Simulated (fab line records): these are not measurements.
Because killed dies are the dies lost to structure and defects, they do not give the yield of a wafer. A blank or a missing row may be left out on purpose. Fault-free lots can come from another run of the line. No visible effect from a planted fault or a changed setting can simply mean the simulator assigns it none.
Chamber matching ; flow gf180mcu ; pecvd-03 running GF_V5_CVD_02: 3 sister chambers
The step deposits SiO2 from TEOS, target thk 1450 nm, time 163.28 s. 3 wafers are shown with their chamber, then 8 later ones without.

## WAFERS, EACH WITH ITS CHAMBER
wafer;chamber;heater-power-w (W)
L400.3;0;655
L400.5;2;606
L401.2;1;517

## WAFERS WITH NO CHAMBER GIVEN
wafer;heater-power-w (W)
L401.5;592
L401.6;601
L402.1;562
L402.2;688
L402.3;563
L404.1;580
L404.4;483
L404.6;459

## WHICH CHAMBER EACH ONE RAN IN
wafer;from the rows above;in truth
L401.5;can't be placed: 2 or 0 or 1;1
L401.6;can't be placed: 2 or 0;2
L402.1;can't be placed: 2 or 1 or 0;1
L402.2;can't be placed: 0 or 2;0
L402.3;can't be placed: 2 or 1 or 0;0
L404.1;can't be placed: 2 or 1 or 0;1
L404.4;1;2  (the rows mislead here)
L404.6;1;1
1 of 8 placed correctly. From these rows, 6 cannot be placed; in 6 the true chamber is one of the candidates. Placed wrongly: 1.
How it was worked out, from the rows above alone: a wafer's distance from a chamber is the root of the sum, over the readings, of the square of ((its reading less the chamber's mean) divided by the reading's scatter). The wafer belongs to the nearest chamber; if the next one is less than 2 further off, it can't be placed. A chamber's mean is the mean of its shown wafers. The scatter: root of mean squared gap, hidden wafer to nearest shown wafer, with one shown wafer a chamber.
